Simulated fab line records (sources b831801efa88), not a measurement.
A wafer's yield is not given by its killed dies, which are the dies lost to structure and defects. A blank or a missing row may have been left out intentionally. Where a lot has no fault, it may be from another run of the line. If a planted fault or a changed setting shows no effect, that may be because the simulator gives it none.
A lot that was struck, set against a sound lot ; flow sky130 ; 16 out of 708 route steps
Sound: these wafers, L994.3, L994.4, L994.5. Struck: wafer L105.4 (L105.2, L105.6, from the same lot, were not struck and are left out); the cause is given at the end.
At each step with rows: each side's tool, then ch and its chambers, then its first start. Under that, the readings that differ: sound wafers ; struck wafers ; difference of the means ; sigmas: that difference in standard deviations of wafers without a fault.
alike: same words and numbers on both sides, and readings whose means sit less than 2 such deviations apart. not compared: any withheld reading, any reading some wafer has no value for, any bound like >300 that may hide the same value, and any number with overlapping values for which the record gives no deviation.
Wherever a step has rows on one side only, a row that says differs or no value, or a row with sigmas, the two part there. Numbers that have no deviation but don't overlap get no sigmas and don't part them. Lack of a reading on every wafer of one side parts them only where that side has two or more wafers.

first, 8 steps without rows for these wafers: SKY_METAL1_DEHYDRATE_07 (time 60 s); SKY_METAL1_HMDS_08 (prime time 60 s); SKY_METAL1_COAT_09 (resist thk 60 nm); SKY_METAL1_COAT_10 (resist thk 450 nm); SKY_METAL1_SOFTBAKE_11 (time 90 s); SKY_METAL1_EXPOSE_12 (exposes mask MM1, target cd 140 nm); SKY_METAL1_PEB_13; SKY_METAL1_DEVELOP_14 (develop time 60 s).
SKY_METAL1_CD_MEAS_15 targets a cd of 140 nm.
  sound on cd-sem-01 at day 34 11:02; struck on cd-sem-01 at day 37 09:40
  alike: cd-nm
SKY_METAL1_OVL_MEAS_16:
  sound on overlay-01 at day 34 11:08; struck on overlay-02 at day 37 09:47
  alike: METAL1_OVL
SKY_METAL1_DESCUM_17: chemistry O2, time 8 s.
  sound on rie-metal-04 ch 0,1, day 34 11:10; struck on rie-metal-03 ch 0, day 37 09:49
  alike: drypump-motor-current-A, oes-product-au
  not compared: rf-hours-counter-h
SKY_METAL1_ETCH_18: etches BARC in N2/H2, stops on SiO2, time 45.9 s, target depth 60 nm.
  sound on rie-metal-04 ch 0,1, day 34 11:13; struck on rie-metal-03 ch 0, day 37 09:50
  alike: bias-w, drypump-motor-current-A, oes-product-au, throttle-valve-pct
  not compared: rf-hours-counter-h
SKY_METAL1_METAL_ETCH_19: etches the open film in Cl2/BCl3, stops on SiO2, target depth 360 nm, time 78 s.
  sound on rie-metal-04 ch 0,1, day 34 11:17; struck on rie-metal-03 ch 0, day 37 09:54
reading;sound;struck;difference;sigmas
bias-w (W);48.57 48.40 48.49;42.24;-6.25;-48
model.KrF-thick_of_METAL1_COAT_10.thk-nm (nm);159.5 153.9 162.2;174.2;+15.7;
  alike: drypump-motor-current-A, oes-product-au, throttle-valve-pct
  not compared: rf-hours-counter-h
SKY_METAL1_STRIP_20: strips in O2/N2.
  sound on plasma-asher-03 ch 0,1, day 34 11:23; struck on plasma-asher-01 ch 0, day 37 09:59
reading;sound;struck;difference;sigmas
strip-time-to-endpoint-s (s);2.70 2.65 2.73;2.85;+0.16;+4
  alike: drypump-motor-current-A, oes-product-au
  not compared: rf-hours-counter-h
then, 2 steps without rows for these wafers: SKY_METAL1_STRIP_21 (strips in post etch residue remover, time 1200 s); SKY_PAD_OPEN_PROBE_99.

== WHERE THEY PART ==
First at SKY_METAL1_METAL_ETCH_19; last, within this record, at SKY_METAL1_STRIP_20.

WHY: whatever the simulator had introduced
rie-metal-03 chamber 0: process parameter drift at SKY_METAL1_METAL_ETCH_19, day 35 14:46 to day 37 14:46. From 48.5, the setting bias-w moved by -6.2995. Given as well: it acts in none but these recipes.
